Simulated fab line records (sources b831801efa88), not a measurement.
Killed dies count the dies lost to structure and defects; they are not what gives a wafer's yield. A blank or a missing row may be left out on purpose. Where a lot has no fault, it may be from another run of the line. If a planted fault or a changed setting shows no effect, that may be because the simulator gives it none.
What tool caused it? :: flow sky130 :: 39 wafers from 13 lots sampled at 4 of the route's 708 steps

## WHAT THE GAUGES READ, wafer by wafer
SKY_SONOS_ONO_THK_MEAS_01.
lot: L499
measured: day 12 07:04
on: film metro-04
SONOS_ONO_OXIDATION_THK (nm): 2.52 2.46 2.60

lot: L500
measured: day 12 20:29
on: film metro-02
SONOS_ONO_OXIDATION_THK (nm): 2.59 2.60 2.62

lot: L502
measured: day 13 07:59
on: film metro-04
SONOS_ONO_OXIDATION_THK (nm): 2.54 2.54 2.49

lot: L503
measured: day 13 13:24
on: film metro-02
SONOS_ONO_OXIDATION_THK (nm): 2.59 2.56 2.54

lot: L505
measured: day 14 10:59
on: film metro-01
SONOS_ONO_OXIDATION_THK (nm): 2.64 2.61 2.56

lot: L506
measured: day 14 13:50
on: film metro-04
SONOS_ONO_OXIDATION_THK (nm): 2.64 2.66 2.64

lot: L508
measured: day 15 02:12
on: film metro-02
SONOS_ONO_OXIDATION_THK (nm): 2.58 2.56 2.59

lot: L515
measured: day 17 14:00
on: film metro-02
SONOS_ONO_OXIDATION_THK (nm): 2.63 2.65 2.62

lot: L516
measured: day 17 19:50
on: film metro-02
SONOS_ONO_OXIDATION_THK (nm): 2.63 2.56 2.58

lot: L517
measured: day 18 06:58
on: film metro-01
SONOS_ONO_OXIDATION_THK (nm): 2.59 2.58 2.62

lot: L519
measured: day 18 23:05
on: film metro-01
SONOS_ONO_OXIDATION_THK (nm): 2.72 2.62 2.64

lot: L518
measured: day 19 01:37
on: film metro-02
SONOS_ONO_OXIDATION_THK (nm): 2.49 2.55 2.56

lot: L520
measured: day 19 18:47
on: film metro-01
SONOS_ONO_OXIDATION_THK (nm): 2.60 2.57 2.50

SKY_LDD_P_TW_MEAS_11.
lot: L499
measured: day 19 23:13
on: film metro-02
LDD_P_TW: 635 637 638

lot: L500
measured: day 20 15:33
on: film metro-02
LDD_P_TW: 633 633 632

lot: L502
measured: day 21 12:10
on: film metro-03
LDD_P_TW: 639 645 642

lot: L503
measured: day 21 12:25
on: film metro-02
LDD_P_TW: 632 633 630

lot: L505
measured: day 22 14:28
on: film metro-03
LDD_P_TW: 640 639 637

lot: L506
measured: day 22 16:19
on: film metro-01
LDD_P_TW: 635 638 637

lot: L508
measured: day 23 07:13
on: film metro-01
LDD_P_TW: 634 634 637

lot: L515
measured: day 25 21:29
on: film metro-03
LDD_P_TW: 638 644 640

lot: L516
measured: day 26 05:40
on: film metro-02
LDD_P_TW: 633 633 636

lot: L517
measured: day 26 13:22
on: film metro-01
LDD_P_TW: 638 636 640

lot: L519
measured: day 27 02:15
on: film metro-03
LDD_P_TW: 645 648 644

lot: L518
measured: day 27 06:40
on: film metro-01
LDD_P_TW: 641 640 641

lot: L520
measured: day 27 21:15
on: film metro-02
LDD_P_TW: 632 633 633

## WHICH TOOL RAN EACH LOT (tool, then ch and the chambers of the sampled wafers, then the start)
lot: L499
SKY_POLY_GATE_SOFTBAKE_09: litho track-03 ch 0, day 16 17:00
SKY_POLY_GATE_ETCH_15: rie diel-01 ch 0,1, day 17 07:43

lot: L500
SKY_POLY_GATE_SOFTBAKE_09: litho track-03 ch 0, day 17 05:00
SKY_POLY_GATE_ETCH_15: rie diel-02 ch 0,2,3, day 17 20:58

lot: L502
SKY_POLY_GATE_SOFTBAKE_09: litho track-02 ch 0, day 18 03:00
SKY_POLY_GATE_ETCH_15: rie diel-01 ch 0,3, day 18 18:49

lot: L503
SKY_POLY_GATE_SOFTBAKE_09: litho track-04 ch 0, day 18 03:00
SKY_POLY_GATE_ETCH_15: rie diel-02 ch 0,1,3, day 18 19:04

lot: L505
SKY_POLY_GATE_SOFTBAKE_09: litho track-03 ch 0, day 19 04:00
SKY_POLY_GATE_ETCH_15: rie diel-03 ch 0,1,2, day 19 19:34

lot: L506
SKY_POLY_GATE_SOFTBAKE_09: litho track-04 ch 0, day 19 06:00
SKY_POLY_GATE_ETCH_15: rie diel-03 ch 0,1,2, day 19 22:28

lot: L508
SKY_POLY_GATE_SOFTBAKE_09: litho track-03 ch 0, day 19 21:00
SKY_POLY_GATE_ETCH_15: rie diel-01 ch 0,1,2, day 20 13:25

lot: L515
SKY_POLY_GATE_SOFTBAKE_09: litho track-03 ch 0, day 22 12:00
SKY_POLY_GATE_ETCH_15: rie diel-02 ch 1,2,3, day 23 04:19

lot: L516
SKY_POLY_GATE_SOFTBAKE_09: litho track-02 ch 0, day 22 21:00
SKY_POLY_GATE_ETCH_15: rie diel-03 ch 0,1,2, day 23 12:58

lot: L517
SKY_POLY_GATE_SOFTBAKE_09: litho track-02 ch 0, day 23 06:00
SKY_POLY_GATE_ETCH_15: rie diel-03 ch 0,3, day 23 21:10

lot: L519
SKY_POLY_GATE_SOFTBAKE_09: litho track-03 ch 0, day 23 20:00
SKY_POLY_GATE_ETCH_15: rie diel-01 ch 0,1,3, day 24 12:03

lot: L518
SKY_POLY_GATE_SOFTBAKE_09: litho track-03 ch 0, day 23 23:00
SKY_POLY_GATE_ETCH_15: rie diel-01 ch 0,1,3, day 24 15:28

lot: L520
SKY_POLY_GATE_SOFTBAKE_09: litho track-02 ch 0, day 24 16:00
SKY_POLY_GATE_ETCH_15: rie diel-03 ch 1,2, day 25 07:34
- SKY_POLY_GATE_SOFTBAKE_09: time 87.27 s.
- SKY_POLY_GATE_ETCH_15: etches BARC in N2/H2, stops on SiO2, time 118.5 s, target depth 110 nm.

## AS READ BY THE TOOLS THEMSELVES (means over the sampled wafers that have a number; for cases with no such wafer, the mark the record gives instead)
SKY_POLY_GATE_SOFTBAKE_09.
lot: L499
tool: litho track-03
heater power total W (W): 57.83
plate temp C (C): 100.06

lot: L500
tool: litho track-03
heater power total W (W): 57.90
plate temp C (C): 100.03

lot: L502
tool: litho track-02
heater power total W (W): 57.96
plate temp C (C): 99.99

lot: L503
tool: litho track-04
heater power total W (W): 57.84
plate temp C (C): 99.74

lot: L505
tool: litho track-03
heater power total W (W): 52.28
plate temp C (C): 92.99

lot: L506
tool: litho track-04
heater power total W (W): 57.88
plate temp C (C): 99.95

lot: L508
tool: litho track-03
heater power total W (W): 52.29
plate temp C (C): 92.85

lot: L515
tool: litho track-03
heater power total W (W): 58.07
plate temp C (C): 100.04

lot: L516
tool: litho track-02
heater power total W (W): 57.90
plate temp C (C): 100.00

lot: L517
tool: litho track-02
heater power total W (W): 57.87
plate temp C (C): 99.88

lot: L519
tool: litho track-03
heater power total W (W): 57.93
plate temp C (C): 99.85

lot: L518
tool: litho track-03
heater power total W (W): 57.96
plate temp C (C): 100.04

lot: L520
tool: litho track-02
heater power total W (W): 57.80
plate temp C (C): 100.08

SKY_POLY_GATE_ETCH_15.
lot: L499
tool: rie diel-01
drypump motor current A (A): 5.6
oes product au (a.u.): 0.716
throttle valve pct (%): 13.221

lot: L500
tool: rie diel-02
drypump motor current A (A): 5.9
oes product au (a.u.): 0.717
throttle valve pct (%): 13.218

lot: L502
tool: rie diel-01
drypump motor current A (A): 5.6
oes product au (a.u.): 0.714
throttle valve pct (%): 13.208

lot: L503
tool: rie diel-02
drypump motor current A (A): 5.8
oes product au (a.u.): 0.719
throttle valve pct (%): 13.208

lot: L505
tool: rie diel-03
drypump motor current A (A): 6.1
oes product au (a.u.): 0.716
throttle valve pct (%): 13.212

lot: L506
tool: rie diel-03
drypump motor current A (A): 6.1
oes product au (a.u.): 0.710
throttle valve pct (%): 13.215

lot: L508
tool: rie diel-01
drypump motor current A (A): 5.5
oes product au (a.u.): 0.715
throttle valve pct (%): 13.205

lot: L515
tool: rie diel-02
drypump motor current A (A): 5.7
oes product au (a.u.): 0.714
throttle valve pct (%): 13.206

lot: L516
tool: rie diel-03
drypump motor current A (A): 6.1
oes product au (a.u.): 0.715
throttle valve pct (%): 13.204

lot: L517
tool: rie diel-03
drypump motor current A (A): 5.4
oes product au (a.u.): 0.713
throttle valve pct (%): 13.218

lot: L519
tool: rie diel-01
drypump motor current A (A): 5.6
oes product au (a.u.): 0.714
throttle valve pct (%): 13.212

lot: L518
tool: rie diel-01
drypump motor current A (A): 5.6
oes product au (a.u.): 0.718
throttle valve pct (%): 13.209

lot: L520
tool: rie diel-03
drypump motor current A (A): 6.1
oes product au (a.u.): 0.717
throttle valve pct (%): 13.218

## THE ANSWER, worked out from the rows above alone
Rule: usual is defined by the lots themselves. Put in order of their means at a reading, lots are off if they are a third of the lots or fewer, leave a main group of 4 or more, and stand apart from it by a gap of 3 or more times the standard deviation of the main group's means; of several such gaps the widest counts. The tables above print the reading to a certain number of digits; a main group whose means all agree to those digits is not used. Also off: a lot with no number at a reading for which 4 or more lots have one. Any other lot the step has rows for is counted as sound. After the gauges, taken in route order, come the tools' own readings; for these a lot's mean is taken, as printed above. The first step at which some lot is off is used, and at that step the reading that is off furthest; a lot without a number counts as furthest.
Off: L505, L508 (SKY_POLY_GATE_SOFTBAKE_09, heater power total W). The main group: mean 57.90 W, standard deviation 0.072.
A tool fits if, at that step or a process step before it, it ran every lot that is off, and no sound lot after the first of them. Not one of the candidates tried fits.

## WHAT HAD BEEN PUT IN BY THE SIMULATOR
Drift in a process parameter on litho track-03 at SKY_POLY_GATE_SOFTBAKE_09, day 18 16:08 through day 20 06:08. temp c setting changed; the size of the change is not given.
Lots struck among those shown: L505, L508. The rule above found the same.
